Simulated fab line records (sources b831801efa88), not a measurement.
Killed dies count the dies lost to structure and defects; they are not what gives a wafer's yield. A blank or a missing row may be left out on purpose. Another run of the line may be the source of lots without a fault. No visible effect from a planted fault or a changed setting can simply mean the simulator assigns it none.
A struck lot beside a sound one	flow sky130	17 steps out of a route of 708
Sound: wafers L487.3, L487.4, L487.6. The struck wafers were L491.1, L491.4, L491.5. Last of all comes the cause.
For every step that has rows: the tool of each side, followed by ch and its chambers, followed by its first start. Under that, the readings that differ: sound wafers	struck wafers	difference of the means	sigmas: that difference in standard deviations of wafers without a fault.
alike: readings whose means differ by less than 2 such deviations, and words and numbers that are the same on both sides. not compared: withheld readings, readings that some wafer has no value for, bounds like >300 that may hide the same value, and numbers for which the record gives no deviation and whose values overlap.
A row with sigmas, a row that says differs or no value, or rows on one side alone: a step with any of these is where the two part. Numbers that have no deviation but don't overlap get no sigmas and don't part them. A reading missing from all wafers of one side parts the sides only when that side holds two or more wafers.

first, 5 steps without rows for these wafers: SKY_SD_N_COAT_02 (resist thk 1159 nm); SKY_SD_N_SOFTBAKE_03 (time 60 s); SKY_SD_N_EXPOSE_04 (exposes mask NSDM, target cd 380 nm); SKY_SD_N_PEB_05; SKY_SD_N_DEVELOP_06 (develop time 60 s).
SKY_SD_N_CD_MEAS_07: the cd target is 380 nm.
  sound on cd sem-02, day 35 02:56; struck on cd sem-01, day 36 06:12
reading	sound	struck	difference	sigmas
cd nm (nm)	375.6 376.6 377.8	384.5 385.1 384.2	+7.9	+3
SKY_SD_N_OVL_MEAS_08:
  sound on overlay-01, day 35 03:01; struck on overlay-02, day 36 06:19
  alike: SD_N_OVL
then, 2 steps without rows for these wafers: SKY_SD_N_IMPLANT_09; SKY_SD_N_IMPLANT_10.
SKY_SD_N_STRIP_11: strips in O2/N2.
  sound on plasma asher-01 ch 0,1, day 35 03:23; struck on plasma asher-01 ch 0,1, day 36 06:40
  alike: drypump motor current A, oes product au, strip time to endpoint s
  not compared: rf hours counter h
SKY_SD_N_TW_MEAS_12:
  sound on film metro-04, day 35 03:28; struck on film metro-04, day 36 06:46
  alike: SD_N_TW
then, 1 step without rows for these wafers: SKY_SD_N_CLEAN_13 (cleans in SC1/SC2, time 150 s).
SKY_SD_N_RTA_14: time 2 s.
  sound on rtp anneal-01 ch 0, day 35 03:35; struck on rtp anneal-01 ch 0, day 36 06:52
  alike: lamp power pct, wafer_temp_C_max
SKY_SD_N_RS_MEAS_16: a four-point-probe measurement.
  sound on film metro-01, day 35 03:46; struck on film metro-02, day 36 07:02
reading	sound	struck	difference	sigmas
SD_N_RS (ohm/sq)	68.31 68.57 68.44	71.38 71.41 71.42	+2.96	+23
SKY_SD_N_RS_MEAS_17: a four-point-probe measurement.
  sound on film metro-01, day 35 03:53; struck on film metro-02, day 36 07:10
reading	sound	struck	difference	sigmas
SD_P_RS (ohm/sq)	146.9 146.8 146.7	162.0 162.5 162.7	+15.6	+42
SKY_SD_N_RS_MEAS_18: a four-point-probe measurement.
  sound on film metro-01, day 35 04:01; struck on film metro-02, day 36 07:17
reading	sound	struck	difference	sigmas
RES_XHIGH_RS (ohm/sq)	325.0 324.2 325.9	329.5 328.6 329.6	+4.2	+4
-- the record jumps here: 16 days lie between the struck wafers' starts before and after (it left off in module SD_N and takes up again in module PAD_OPEN, whose first step shown is number 708 of the route) --
SKY_PAD_OPEN_PROBE_99:
  sound on prober-01, day 51 20:19; struck on prober-01, day 52 11:25
reading	sound	struck	difference	sigmas
model.etest.res xhigh po.line ohm um	5455 5079 5076	6696 6779 6834	+1566	
model.etest.res xhigh po.rs ohm sq rim less centre	-9.035 -21.91 -21.42	594.1 608.9 599.6	+618.3	
model.etest.res xhigh po.rs ohm sq range	42.2 29.63 38.33	634.3 652.1 626.3	+600.8	
model.etest.res xhigh po.rs ohm sq	1883 1784 1772	2321 2331 2337	+517	
model.etest.pfet_01v8.r on ohm um	2867 2854 2814	3219 3209 3186	+360	
model.etest.tip p.rs ohm sq	6866 6838 6833	7135 7097 7178	+291	
model.etest.res pdiff.line ohm um	1415 1369 1381	1524 1533 1538	+143	
model.etest.tip p.rs ohm sq rim less centre	62.52 59.77 -3.444	193.2 75.95 168.9	+106.4	
  alike: killed_at_M0_to_M3, killed_at_M4_up, killed at contacts, killed at front end, killed at other, killed dies, killed open, killed short

## WHERE THEY PART
Earliest at SKY_SD_N_CD_MEAS_07; latest, in this record, at SKY_SD_N_RS_MEAS_18. Later steps at which nothing parts them and some readings are alike: SKY_PAD_OPEN_PROBE_99.

WHY: what had been put in by the simulator
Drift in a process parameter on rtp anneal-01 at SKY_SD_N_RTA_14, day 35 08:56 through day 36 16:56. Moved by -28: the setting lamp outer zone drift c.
